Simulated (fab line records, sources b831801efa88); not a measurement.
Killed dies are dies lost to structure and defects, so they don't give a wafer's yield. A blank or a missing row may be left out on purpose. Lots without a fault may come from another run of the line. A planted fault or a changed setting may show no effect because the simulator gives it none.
fab line records | flow sky130
record lots=12 wafers=36 last_day=50
route steps=708 shown SD_P@330 LI_CONTACT@383 LOCAL_INTERCONNECT@388 PAD_OPEN@708
lots that met no fault: from a run of the same line without faults
start_h: hours from the record's first day to the start of the lot's first wafer shown | wait_h: hours since the lot's step before | " the same as in the row above | L1.1+2: a row that stands for several wafers | - no value, or no start given | * or withheld: withheld | < > ~ a bound
route shown NAME@n: a module of which the file shows steps, and the number in the route of the first | usual: mean/standard deviation of fault-free wafers | same: alike in all rows | chamber/n: place in a boat | sites: the reading at each site | _std_site: their standard deviation | _edge_site: outer sites' mean less inner sites' | radius_mm: how far each site lies from the wafer's centre | mask NAME#n: copy n | behind: the tool/chamber that last shaped the wafer | hold: why the lot was held/for how many hours/how that ended | device: the transistor (n, p or np) that didn't switch | end of line: the same wafers' tests at the end of the route | a step without rows: its recipe alone | killed: dies lost to structure and defects at the first sort, not the wafer's yield | map: a wafer's dies, x killed, . not, _ none there
set.NAME: the setting as run; set.NAME@STEP: as run at that earlier step | model.NAME: the simulator's own value behind a step, which no gauge read
steps of the route over a sample of lots; a table a step, a row a wafer
services: from which hour (start_h, from the record's first day; less than 0 if before it) a tool's chamber was out of use, for how many hours, and why
## steps
# step SKY_SD_P_STRIP_10
# recipe chemistry=O2/N2 power_w=1400 pressure_mtorr=1500 platen_temp_c=withheld o2_flow_sccm=3000 n2_flow_sccm=300 overash_fraction=0.5
# usual drypump_motor_current_A=5.8/0.33 oes_product_au=0.617/0.0043 strip_time_to_endpoint_s=17.49/0.04
# columns lot.wafer tool chamber start_h wait_h drypump_motor_current_A oes_product_au rf_hours_counter_h strip_time_to_endpoint_s
L789.3 plasma_asher-03 0 587.58 0.1 5.7 0.611 - 17.51
L789.4 " 1 " " 6.2 0.617 - 17.50
L789.5 " 1 " " 6.2 0.622 - 17.54
L792.2 plasma_asher-01 1 613.85 0.1 5.7 0.616 45 17.48
L792.3 " 1 " " 5.7 0.620 - 17.46
L792.5 " 1 " " 5.6 0.615 - 17.50
L793.1 plasma_asher-01 0 631.65 0.1 5.8 0.618 47 17.52
L793.4 " 0 " " 5.8 0.623 - 17.53
L793.5 " 1 " " 5.7 0.620 - 17.55
L799.1 plasma_asher-01 0 679.05 0.1 5.9 0.620 51 17.45
L799.4 " 0 " " 5.8 0.616 - 17.48
L799.6 " 1 " " 5.6 0.616 - 17.44
L800.1 plasma_asher-03 1 688.50 0.1 6.2 0.620 87 17.41
L800.2 " 0 " " 5.7 0.620 87 17.44
L800.6 " 1 " " 6.2 0.616 - 17.41
L801.4 plasma_asher-01 1 689.73 0.1 5.7 0.612 - 17.56
L801.5 " 0 " " 5.8 0.614 - 17.56
L801.6 " 1 " " 5.6 0.618 - 17.47
L802.2 plasma_asher-01 0 697.96 0.1 5.8 0.615 53 17.53
L802.4 " 0 " " 5.8 0.616 - 17.44
L802.6 " 1 " " 5.7 0.611 - 17.49
L805.2 plasma_asher-01 0 742.50 0.1 5.8 0.617 58 17.50
L805.3 " 1 " " 5.6 0.612 - 17.54
L805.4 " 0 " " 5.8 0.617 - 17.53
L807.3 plasma_asher-01 1 743.19 0.1 5.7 0.617 - 17.48
L807.5 " 1 " " 5.6 0.621 - 17.51
L807.6 " 0 " " 5.8 0.613 - 17.56
L808.2 plasma_asher-04 0 745.66 0.1 6.4 0.609 33 17.51
L808.3 " 1 " " 4.8 0.622 - 17.50
L808.5 " 1 " " 4.9 0.611 - 17.49
L809.3 plasma_asher-01 1 752.39 0.1 5.7 0.615 - 17.50
L809.4 " 0 " " 5.8 0.617 - 17.50
L809.6 " 0 " " 5.8 0.616 - 17.53
L810.1 plasma_asher-01 1 767.12 0.1 5.6 0.621 61 17.53
L810.4 " 1 " " 5.6 0.612 - 17.52
L810.6 " 1 " " 5.6 0.611 - 17.53
# step SKY_LI_CONTACT_CVD_21
# recipe material=W target_thk_nm=400 time_s=120.56 temp_c=400 pressure_torr=40
# usual chamber_pressure_Torr=40.00/0.091 heater_power_outer_w=565/51 heater_power_w=909/57
# columns lot.wafer tool chamber start_h wait_h chamber_pressure_Torr heater_power_outer_w heater_power_w
L789.3 cvd_w-01 1 676.27 0.1 39.97 560 909
L789.4 " 0 " " 39.99 497 836
L789.5 " 0 " " 39.90 490 838
L792.2 cvd_w-02 0 702.20 0.0 39.81 628 986
L792.3 " 0 " " 39.97 641 981
L792.5 " 1 " " 40.26 562 928
L793.1 cvd_w-01 0 718.96 0.0 39.92 480 841
L793.4 " 0 " " 40.00 495 844
L793.5 " 1 " " 40.08 573 949
L799.1 cvd_w-01 1 765.63 0.0 - - -
L799.4 " 1 " " - - -
L799.6 " 1 " " - - -
L800.1 cvd_w-02 0 774.60 0.0 - - -
L800.2 " 1 " " - - -
L800.6 " 1 " " - - -
L801.4 cvd_w-01 0 776.26 0.1 40.06 497 841
L801.5 " 1 " " 39.84 574 900
L801.6 " 0 " " 40.12 500 834
L802.2 cvd_w-01 0 782.87 0.0 39.87 494 823
L802.4 " 1 " " 39.94 570 921
L802.6 " 1 " " 40.13 568 906
L805.2 cvd_w-01 1 826.07 0.0 40.15 578 899
L805.3 " 1 " " 40.05 578 910
L805.4 " 0 " " 39.99 482 831
L807.3 cvd_w-02 1 827.36 0.1 39.95 569 929
L807.5 " 1 " " 39.94 572 923
L807.6 " 0 " " 40.04 642 965
L808.2 cvd_w-02 1 829.08 0.0 39.89 576 930
L808.3 " 1 " " 40.00 576 917
L808.5 " 1 " " 39.93 572 943
L809.3 cvd_w-02 0 834.29 0.1 40.03 640 1008
L809.4 " 1 " " 39.87 567 908
L809.6 " 1 " " 39.95 574 906
L810.1 cvd_w-01 0 849.10 0.0 40.16 500 814
L810.4 " 0 " " 40.09 497 863
L810.6 " 1 " " 40.08 581 919
# step SKY_LI_CONTACT_RS_MEAS_22
# recipe thk_meas_gauge=four-point-probe reads=W_of_LI_CONTACT_CVD_21+TiN_of_LI_CONTACT_SPUTTER_20+Ti_of_LI_CONTACT_SPUTTER_19
# usual LI_CONTACT_W_RS=0.284/0.0053
# columns lot.wafer tool chamber start_h wait_h LI_CONTACT_W_RS[ohm/sq]
L789.3 film_metro-01 - 676.40 0.1 0.284
L789.4 " - " " 0.279
L789.5 " - " " 0.283
L792.2 film_metro-02 - 702.34 0.1 0.294
L792.3 " - " " 0.293
L792.5 " - " " 0.282
L793.1 film_metro-03 - 719.09 0.1 0.284
L793.4 " - " " 0.284
L793.5 " - " " 0.287
L799.1 film_metro-01 - 765.76 0.1 25.289
L799.4 " - " " 25.473
L799.6 " - " " 25.284
L800.1 film_metro-01 - 774.72 0.1 25.050
L800.2 " - " " 24.946
L800.6 " - " " 24.964
L801.4 film_metro-01 - 776.40 0.1 0.281
L801.5 " - " " 0.282
L801.6 " - " " 0.281
L802.2 film_metro-01 - 783.01 0.1 0.285
L802.4 " - " " 0.293
L802.6 " - " " 0.284
L805.2 film_metro-03 - 826.22 0.1 0.288
L805.3 " - " " 0.289
L805.4 " - " " 0.285
L807.3 film_metro-03 - 827.48 0.1 0.274
L807.5 " - " " 0.278
L807.6 " - " " 0.291
L808.2 film_metro-01 - 829.23 0.1 0.272
L808.3 " - " " 0.271
L808.5 " - " " 0.271
L809.3 film_metro-03 - 834.41 0.1 0.288
L809.4 " - " " 0.277
L809.6 " - " " 0.274
L810.1 film_metro-01 - 849.23 0.1 0.285
L810.4 " - " " 0.282
L810.6 " - " " 0.287
# step SKY_LI_CONTACT_THK_MEAS_23
# recipe thk_meas_gauge=xrf reads=W_of_LI_CONTACT_CVD_21
# usual LI_CONTACT_W_THK=410/9.2
# columns lot.wafer tool chamber start_h wait_h LI_CONTACT_W_THK[nm]
L789.3 film_metro-01 - 676.50 0.1 406
L789.4 " - " " 411
L789.5 " - " " 407
L792.2 film_metro-02 - 702.45 0.1 400
L792.3 " - " " 401
L792.5 " - " " 420
L793.1 film_metro-03 - 719.21 0.1 411
L793.4 " - " " 414
L793.5 " - " " 412
L799.1 film_metro-01 - 765.88 0.1 <0
L799.4 " - " " -
L799.6 " - " " <0
L800.1 film_metro-01 - 774.84 0.1 <0
L800.2 " - " " <0
L800.6 " - " " <0
L801.4 film_metro-01 - 776.49 0.1 410
L801.5 " - " " 409
L801.6 " - " " 413
L802.2 film_metro-01 - 783.12 0.1 401
L802.4 " - " " 395
L802.6 " - " " 404
L805.2 film_metro-03 - 826.33 0.1 406
L805.3 " - " " 406
L805.4 " - " " 412
L807.3 film_metro-03 - 827.58 0.1 426
L807.5 " - " " 421
L807.6 " - " " 403
L808.2 film_metro-01 - 829.34 0.1 421
L808.3 " - " " 425
L808.5 " - " " 424
L809.3 film_metro-03 - 834.51 0.1 407
L809.4 " - " " 421
L809.6 " - " " 431
L810.1 film_metro-01 - 849.35 0.1 406
L810.4 " - " " 412
L810.6 " - " " 404
# step SKY_LOCAL_INTERCONNECT_RS_MEAS_01
# recipe thk_meas_gauge=four-point-probe reads=TiN_of_LOCAL_INTERCONNECT_SPUTTER_00
# usual LOCAL_INTERCONNECT_TIN_RS=14.22/0.21
# columns lot.wafer tool chamber start_h wait_h LOCAL_INTERCONNECT_TIN_RS[ohm/sq]
L789.3 film_metro-01 - 676.98 0.1 13.78
L789.4 " - " " 13.92
L789.5 " - " " 13.75
L792.2 film_metro-01 - 702.88 0.1 14.62
L792.3 " - " " 14.30
L792.5 " - " " 14.24
L793.1 film_metro-04 - 719.63 0.0 14.20
L793.4 " - " " 14.15
L793.5 " - " " 14.47
L801.4 film_metro-04 - 776.94 0.1 14.36
L801.5 " - " " 14.34
L801.6 " - " " 14.32
L802.2 film_metro-02 - 783.55 0.1 14.31
L802.4 " - " " 14.44
L802.6 " - " " 14.47
L805.2 film_metro-04 - 826.76 0.1 13.96
L805.3 " - " " 13.78
L805.4 " - " " 13.92
L807.3 film_metro-04 - 828.02 0.1 14.26
L807.5 " - " " 14.14
L807.6 " - " " 14.26
L808.2 film_metro-01 - 829.77 0.1 14.26
L808.3 " - " " 14.20
L808.5 " - " " 14.14
L809.3 film_metro-04 - 834.96 0.1 14.31
L809.4 " - " " 14.47
L809.6 " - " " 14.76
L810.1 film_metro-01 - 849.77 0.0 14.04
L810.4 " - " " 13.77
L810.6 " - " " 13.96
# step SKY_LOCAL_INTERCONNECT_OVL_MEAS_12
# usual LOCAL_INTERCONNECT_OVL=2/5
# columns lot.wafer tool chamber start_h wait_h LOCAL_INTERCONNECT_OVL[nm]
L789.3 overlay-01 - 705.10 0.1 -6
L789.4 " - " " -10
L789.5 " - " " -6
L792.2 overlay-01 - 730.84 0.1 14
L792.3 " - " " 10
L792.5 " - " " 3
L793.1 overlay-02 - 747.64 0.1 -2
L793.4 " - " " 8
L793.5 " - " " 3
L801.4 overlay-01 - 803.16 0.1 12
L801.5 " - " " 3
L801.6 " - " " 2
L802.2 overlay-01 - 809.07 0.1 5
L802.4 " - " " 13
L802.6 " - " " 10
L805.2 overlay-02 - 853.48 0.1 3
L805.3 " - " " -1
L805.4 " - " " 4
L807.3 overlay-01 - 854.23 0.1 6
L807.5 " - " " 11
L807.6 " - " " 3
L808.2 overlay-02 - 856.17 0.1 5
L808.3 " - " " 5
L808.5 " - " " 4
L809.3 overlay-02 - 861.20 0.1 8
L809.4 " - " " 5
L809.6 " - " " 4
L810.1 overlay-02 - 875.74 0.1 -2
L810.4 " - " " 4
L810.6 " - " " 5
# step SKY_PAD_OPEN_PROBE_99
# usual killed_at_M0_to_M3=45/7.5 killed_at_M4_up=3.2/1.8 killed_at_contacts=24/4.9 killed_at_front_end=15/4.4 killed_at_other=0.3/0.54 killed_dies=87/9.8 killed_on_rim=17/4.2 killed_open=47/6.4 killed_short=40/6.5
# same gross_dies=492 killed_at_back_side=0
# columns lot.wafer tool chamber start_h wait_h killed_at_M0_to_M3 killed_at_M4_up killed_at_contacts killed_at_front_end killed_at_other killed_dies killed_on_rim killed_open killed_short
L792.2 prober-02 - 1096.70 0.1 45 6 20 14 0 85 18 47 38
L792.3 prober-02 - 1096.75 0.2 36 2 17 20 0 75 11 43 32
L792.5 prober-02 - 1096.85 0.2 47 4 28 28 0 107 10 60 47
L793.1 prober-01 - 1108.31 0.1 41 0 22 11 1 75 15 50 25
L793.4 prober-01 - 1108.46 0.2 45 5 22 9 0 81 16 48 33
L793.5 prober-01 - 1108.51 0.2 38 4 23 11 0 76 12 49 27
L799.1 prober-01 - 1143.02 0.1 48 2 416 26 0 492 96 43 50
L799.4 prober-01 - 1143.17 0.2 43 4 432 13 0 492 96 47 40
L799.6 prober-01 - 1143.27 0.2 52 1 416 23 0 492 96 52 49
L800.1 prober-02 - 1149.01 0.1 49 2 429 12 0 492 96 55 36
L800.2 prober-02 - 1149.06 0.1 39 1 437 15 0 492 96 44 32
L800.6 prober-02 - 1149.26 0.2 38 0 439 15 0 492 96 35 34
L802.2 prober-02 - 1153.69 0.1 45 4 25 11 0 85 12 53 31
L802.4 prober-02 - 1153.79 0.2 44 5 24 15 2 90 11 52 37
L802.6 prober-02 - 1153.89 0.2 52 8 27 15 0 102 21 63 39
L808.2 prober-02 - 1187.25 0.1 41 2 20 13 0 76 13 47 29
L808.3 prober-02 - 1187.30 0.2 46 4 26 12 0 88 18 47 40
L808.5 prober-02 - 1187.40 0.2 51 3 19 12 1 86 21 51 35
L809.3 prober-01 - 1189.29 0.2 32 2 23 9 0 66 13 46 20
L809.4 prober-01 - 1189.34 0.2 40 2 24 15 1 82 15 46 36
L809.6 prober-01 - 1189.44 0.2 52 2 23 16 0 93 21 49 44
L810.1 prober-01 - 1198.36 0.1 60 5 23 10 0 98 20 52 46
L810.4 prober-01 - 1198.51 0.2 43 2 19 10 1 75 15 30 45
L810.6 prober-01 - 1198.61 0.2 48 3 19 11 0 81 19 38 43
# killed by level:class
L792.2 VIA1:geometric_particle:open=14 VIA2:geometric_particle:open=8 LI_CONTACT:geometric_particle:open=7 FIELD_ISO:geometric_particle:short=5 VIA1:geometric_particle:short=5 CONTACT:geometric_particle:open=4 CONTACT:geometric_particle:short=4 METAL3:geometric_particle:short=4
L792.3 VIA1:geometric_particle:open=12 CONTACT:geometric_particle:open=6 VIA3:geometric_particle:open=6 FIELD_ISO:geometric_particle:short=5 POLY_GATE:geometric_particle:short=5 LI_CONTACT:geometric_particle:open=4 CONTACT:geometric_particle:short=4 VIA2:geometric_particle:open=4
L792.5 POLY_GATE:geometric_particle:open=9 CONTACT:geometric_particle:open=9 VIA1:geometric_particle:open=8 FIELD_ISO:geometric_particle:open=7 VIA1:geometric_particle:short=6 METAL1:geometric_particle:short=6 VIA2:geometric_particle:open=6 LI_CONTACT:geometric_particle:open=5
L793.1 VIA1:geometric_particle:open=15 CONTACT:geometric_particle:open=13 LI_CONTACT:geometric_particle:open=7 VIA1:geometric_particle:short=5 METAL2:geometric_particle:short=4 SPACER:geometric_particle:open=3 METAL2:geometric_particle:open=3 VIA2:geometric_particle:short=3
L793.4 VIA1:geometric_particle:open=11 LI_CONTACT:geometric_particle:open=9 VIA2:geometric_particle:open=8 CONTACT:geometric_particle:open=7 METAL1:geometric_particle:short=5 METAL2:geometric_particle:open=5 METAL4:geometric_particle:short=5 POLY_GATE:geometric_particle:short=4
L793.5 VIA1:geometric_particle:open=14 CONTACT:geometric_particle:open=10 LI_CONTACT:geometric_particle:open=5 CONTACT:geometric_particle:short=5 VIA2:geometric_particle:open=5 METAL2:geometric_particle:short=4 VIA3:geometric_particle:open=4 METAL4:geometric_particle:short=3
L799.1 LI_CONTACT:area_cvd=399 VIA1:geometric_particle:open=11 FIELD_ISO:geometric_particle:short=8 METAL1:geometric_particle:short=7 POLY_GATE:geometric_particle:short=6 VIA2:geometric_particle:open=6 POLY_GATE:geometric_particle:open=5 LI_CONTACT:geometric_particle:open=5
L799.4 LI_CONTACT:area_cvd=405 VIA2:geometric_particle:open=9 CONTACT:geometric_particle:short=7 VIA3:geometric_particle:open=7 LI_CONTACT:geometric_particle:open=6 LOCAL_INTERCONNECT:geometric_particle:short=6 VIA3:geometric_particle:short=6 METAL1:geometric_particle:open=5
L799.6 LI_CONTACT:area_cvd=391 VIA1:geometric_particle:short=11 CONTACT:geometric_particle:open=9 VIA1:geometric_particle:open=9 FIELD_ISO:geometric_particle:open=7 METAL2:geometric_particle:short=7 LOCAL_INTERCONNECT:geometric_particle:short=7 POLY_GATE:geometric_particle:open=6
L800.1 LI_CONTACT:area_cvd=401 VIA1:geometric_particle:open=13 CONTACT:geometric_particle:open=12 LI_CONTACT:geometric_particle:open=6 VIA2:geometric_particle:open=6 METAL3:geometric_particle:short=6 FIELD_ISO:geometric_particle:open=5 VIA1:geometric_particle:short=5
L800.2 LI_CONTACT:area_cvd=416 VIA3:geometric_particle:open=9 VIA1:geometric_particle:open=8 VIA2:geometric_particle:open=6 LI_CONTACT:geometric_particle:open=5 CONTACT:geometric_particle:open=5 METAL1:geometric_particle:short=5 FIELD_ISO:geometric_particle:open=4
L800.6 LI_CONTACT:area_cvd=423 POLY_GATE:geometric_particle:short=8 CONTACT:geometric_particle:open=7 METAL2:geometric_particle:short=6 LI_CONTACT:geometric_particle:open=5 VIA2:geometric_particle:open=5 VIA1:geometric_particle:open=5 VIA3:geometric_particle:open=5
L802.2 LI_CONTACT:geometric_particle:open=11 VIA1:geometric_particle:open=10 CONTACT:geometric_particle:open=8 METAL1:geometric_particle:short=6 VIA3:geometric_particle:open=6 METAL2:geometric_particle:short=5 METAL1:geometric_particle:open=4 POLY_GATE:geometric_particle:open=3
L802.4 VIA3:geometric_particle:open=10 CONTACT:geometric_particle:open=9 VIA1:geometric_particle:open=7 POLY_GATE:geometric_particle:open=6 LOCAL_INTERCONNECT:geometric_particle:short=6 VIA2:geometric_particle:open=6 METAL2:geometric_particle:short=5 LI_CONTACT:geometric_particle:open=4
L802.6 VIA1:geometric_particle:open=15 VIA2:geometric_particle:open=11 CONTACT:geometric_particle:open=10 FIELD_ISO:geometric_particle:open=7 LI_CONTACT:geometric_particle:open=6 METAL4:geometric_particle:short=6 FIELD_ISO:geometric_particle:short=4 METAL1:geometric_particle:short=4
L808.2 VIA1:geometric_particle:open=12 FIELD_ISO:geometric_particle:open=6 CONTACT:geometric_particle:open=6 METAL1:geometric_particle:short=6 VIA2:geometric_particle:open=5 VIA3:geometric_particle:open=5 POLY_GATE:geometric_particle:open=4 CONTACT:geometric_particle:short=4
L808.3 VIA1:geometric_particle:open=12 CONTACT:geometric_particle:open=10 METAL1:geometric_particle:short=8 METAL2:geometric_particle:short=7 VIA3:geometric_particle:open=7 LI_CONTACT:geometric_particle:open=5 VIA2:geometric_particle:open=5 CONTACT:geometric_particle:short=5
L808.5 VIA1:geometric_particle:open=11 CONTACT:geometric_particle:open=8 VIA2:geometric_particle:open=8 VIA2:geometric_particle:short=8 METAL1:geometric_particle:short=7 VIA3:geometric_particle:open=6 FIELD_ISO:geometric_particle:open=4 LI_CONTACT:geometric_particle:open=3
L809.3 CONTACT:geometric_particle:open=10 VIA1:geometric_particle:open=9 VIA2:geometric_particle:open=6 LI_CONTACT:geometric_particle:open=5 CONTACT:geometric_particle:short=5 POLY_GATE:geometric_particle:open=4 VIA1:geometric_particle:short=4 FIELD_ISO:geometric_particle:open=3
L809.4 VIA1:geometric_particle:open=10 CONTACT:geometric_particle:short=8 CONTACT:geometric_particle:open=6 VIA2:geometric_particle:open=6 LOCAL_INTERCONNECT:geometric_particle:short=5 VIA3:geometric_particle:open=5 FIELD_ISO:geometric_particle:open=4 FIELD_ISO:geometric_particle:short=4
L809.6 VIA1:geometric_particle:open=12 VIA1:geometric_particle:short=9 VIA3:geometric_particle:open=8 VIA2:geometric_particle:open=7 LI_CONTACT:geometric_particle:open=6 METAL2:geometric_particle:short=5 METAL1:geometric_particle:short=5 POLY_GATE:geometric_particle:open=4
L810.1 METAL2:geometric_particle:short=10 VIA2:geometric_particle:open=10 CONTACT:geometric_particle:open=9 VIA1:geometric_particle:open=9 VIA3:geometric_particle:open=9 LI_CONTACT:geometric_particle:open=8 VIA1:geometric_particle:short=7 METAL3:geometric_particle:short=6
L810.4 LI_CONTACT:geometric_particle:open=7 VIA1:geometric_particle:short=7 CONTACT:geometric_particle:open=7 VIA1:geometric_particle:open=7 VIA2:geometric_particle:short=7 FIELD_ISO:geometric_particle:short=6 METAL2:geometric_particle:short=5 CONTACT:geometric_particle:short=4
L810.6 VIA2:geometric_particle:open=9 METAL2:geometric_particle:short=7 CONTACT:geometric_particle:open=7 LI_CONTACT:geometric_particle:open=5 METAL1:geometric_particle:short=5 VIA1:geometric_particle:short=5 VIA1:geometric_particle:open=5 CONTACT:geometric_particle:short=4
## services
# columns tool chamber start_h hours kind
plasma_asher-03 - 611.88 1.6 repair
plasma_asher-04 - 624.97 0.8 repair
cvd_w-02 1 674.23 - calibration
cvd_w-01 - 683.34 0.7 repair
cvd_w-01 - 757.18 2.1 repair
plasma_asher-01 - 813.14 0.8 repair
plasma_asher-03 - 813.62 2.5 repair
plasma_asher-03 - 848.58 3.2 repair
## key
first_sign step=SKY_LI_CONTACT_CVD_21 reading=tool_record direction=missing
effect step=SKY_LI_CONTACT_RS_MEAS_22 reading=LI_CONTACT_W_RS direction=up sigmas=99+ usual=0.284 struck=25.168
effect step=SKY_LI_CONTACT_THK_MEAS_23 reading=LI_CONTACT_W_THK direction=down sigmas=45 usual=410 struck=<0
effect step=SKY_PAD_OPEN_PROBE_99 reading=killed_at_contacts direction=up sigmas=82 usual=24 struck=428
more_kills_born_at SKY_LI_CONTACT_CVD_21@cvd_w-02=1233 SKY_LI_CONTACT_CVD_21@cvd_w-01=1193
met_at SKY_LI_CONTACT_CVD_21
struck_lots L799,L800
later_rows_left_out L799.1,L799.4,L799.6,L800.1,L800.2,L800.6
tester_left_out L799,L800
not_acting_at SKY_SD_P_STRIP_10,SKY_LOCAL_INTERCONNECT_RS_MEAS_01,SKY_LOCAL_INTERCONNECT_OVL_MEAS_12
onset_between 718.96 765.63
fault kind=skipped_step_whole tool=cvd_w-01,cvd_w-02 chamber=- onset_h=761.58 steps=SKY_LI_CONTACT_CVD_21 scope=struck_lots_only
# tester_left_out: of these lots the tester's yield and bins aren't shown, on N5 and GAA mostly nor the transistor test; their killed dies are dies lost to structure and defects alone, not to doping, threshold or leakage, so they don't give the yield
# later_rows_left_out: the simulator's readings of these wafers behind a module that went badly wrong aren't trusted and aren't shown, but for the sort
